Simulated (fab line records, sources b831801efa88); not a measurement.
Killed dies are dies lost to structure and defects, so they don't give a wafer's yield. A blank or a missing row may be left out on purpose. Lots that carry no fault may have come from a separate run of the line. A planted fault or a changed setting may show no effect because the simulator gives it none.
Which tool is to blame?	flow sky130	20 wafers sampled from 7 lots at 1 step of a route of 708

== WHAT THE GAUGES READ, wafer by wafer ==
SKY_CAP2M_OVL_MEAS_12.
lot	measured	on	CAP2M_OVL (nm)
L329	day 41 08:53	overlay-02	2.9 3.7 1.5
L331	day 41 15:05	overlay-02	-2.4 -1.5 -2.0
L333	day 42 05:36	overlay-01	2.2 2.1 3.0
L336	day 43 06:44	overlay-02	0.8 -0.7
L344	day 45 08:24	overlay-02	1.0 1.9 0.3
L349	day 46 10:25	overlay-02	2.3 3.2 2.8
L351	day 46 19:44	overlay-02	0.5 -0.3 -1.8

== WHICH TOOL RAN EACH LOT (tool, then ch and the chambers of the sampled wafers, then the start) ==
The record holds no process step before these readings.

== THE ANSWER, worked out from the rows above alone ==
Rule: the lots themselves supply what counts as usual. Put in order of their means at a reading, lots are off if they are a third of the lots or fewer, leave a main group of 4 or more, and stand apart from it by a gap of 3 or more times the standard deviation of the main group's means; of several such gaps the widest counts. A main group is skipped when, at the precision printed for the reading in the tables above, its means are all equal. A lot without any number at a reading at which 4 lots or more have one is off too. All remaining lots with rows at the step are treated as sound.
Nothing can be told from this: no lot is off at any reading shown.

== WHAT THE SIMULATOR HAD PUT IN ==
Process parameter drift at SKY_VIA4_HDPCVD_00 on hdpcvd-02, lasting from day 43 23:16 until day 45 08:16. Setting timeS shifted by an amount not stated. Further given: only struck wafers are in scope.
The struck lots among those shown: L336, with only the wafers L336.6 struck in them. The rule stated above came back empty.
